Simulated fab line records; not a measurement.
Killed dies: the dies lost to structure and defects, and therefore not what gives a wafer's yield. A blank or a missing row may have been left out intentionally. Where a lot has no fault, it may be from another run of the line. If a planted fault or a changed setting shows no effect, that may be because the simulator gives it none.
Matching of chambers ; flow sky130 ; SKY_VIA1_CMP_24 on cmp-01 has 4 sister chambers
The step polishes, stops on SiO2, t overpolish 15 s, target thk 0 nm. 4 wafers are shown with their chamber, then 12 later ones without.

WAFERS PAIRED WITH THEIR CHAMBERS
wafer;chamber;motor current A (A)
L085.3;3;13.6
L087.2;0;10.8
L087.3;1;10.2
L087.5;2;12.0

WAFERS WHOSE CHAMBER IS MISSING
wafer;motor current A (A)
L092.4;14.2
L092.5;14.2
L092.6;12.4
L089.2;9.7
L089.4;12.4
L089.5;13.1
L091.1;10.0
L091.2;13.4
L091.6;13.1
L094.1;12.9
L094.3;11.2
L094.6;11.1

CHAMBER TAKEN BY EACH
wafer;from the rows above;in truth
L092.4;3;3
L092.5;3;3
L092.6;can't be placed: 2 or 3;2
L089.2;can't be placed: 1 or 0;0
L089.4;can't be placed: 2 or 3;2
L089.5;can't be placed: 3 or 2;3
L091.1;can't be placed: 1 or 0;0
L091.2;3;3
L091.6;can't be placed: 3 or 2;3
L094.1;can't be placed: 3 or 2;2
L094.3;can't be placed: 0 or 2 or 1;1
L094.6;can't be placed: 0 or 1 or 2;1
Correctly placed: 3 of 12. These rows do not allow placing 9 (true chamber among the candidates in 9). 0 placed wrongly.
How it was worked out, from the rows above alone: a wafer's distance from a chamber is the root of the sum, over the readings, of the square of ((its reading less the chamber's mean) divided by the reading's scatter). If the next closest chamber is less than 2 further off than the closest, the wafer can't be placed; otherwise it belongs to the closest. The mean given for a chamber averages the wafers shown for that chamber. The scatter (one wafer shown for each chamber): square how far every hidden wafer sits from the nearest shown wafer, average those squares and take the square root.
